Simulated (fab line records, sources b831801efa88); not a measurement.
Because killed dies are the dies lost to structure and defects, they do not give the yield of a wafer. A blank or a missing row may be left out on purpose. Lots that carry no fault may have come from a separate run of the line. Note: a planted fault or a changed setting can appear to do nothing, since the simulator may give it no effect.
Matching of chambers    flow gf180mcu    3 sister chambers for GF_V3_CVD_02 on pecvd-01
The step deposits SiO2 from TEOS, target thk 850 nm, time 94.851 s. 14 wafers are shown with their chamber, then 6 later ones without.

## WAFERS WITH THEIR CHAMBER
wafer   chamber  heater power w (W)
L293.2  2        459
L293.5  0        583
L293.6  2        362
L294.3  0        596
L294.4  0        486
L294.5  1        768
L295.1  2        427
L295.3  0        501
L295.6  1        749
L297.1  0        491
L297.3  2        407
L297.4  2        448
L298.1  0        567
L298.3  2        413

SIGNATURES (means of the wafers above)
reading         chamber 0  chamber 1  chamber 2  scatter within a chamber
heater power w  537.33     758.50     419.33     41.1
Rule: distance of a wafer from a chamber = root of the sum over the readings of ((wafer's reading minus chamber's mean) / reading's scatter) squared. If the next closest chamber is less than 2 further off than the closest, the wafer can't be placed; otherwise it belongs to the closest. How the scatter is found: for the shown wafers, subtract from each reading the mean of its chamber, square and add these, divide the total by (wafers less chambers), then take the root.

## WAFERS WITH NO CHAMBER GIVEN
wafer   heater power w (W)
L298.5  595
L300.3  584
L300.4  625
L300.5  772
L308.1  449
L308.2  825

## EACH ONE'S CHAMBER
wafer   from the rows above      in truth
L298.5  0                        0
L300.3  0                        0
L300.4  can't be placed: 0 or 1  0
L300.5  1                        1
L308.1  can't be placed: 2 or 0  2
L308.2  1                        1
Correct placement for 4 of the 6. Can't be placed from these rows: 2 (the true chamber is among the candidates in 2). Placed wrongly: 0.
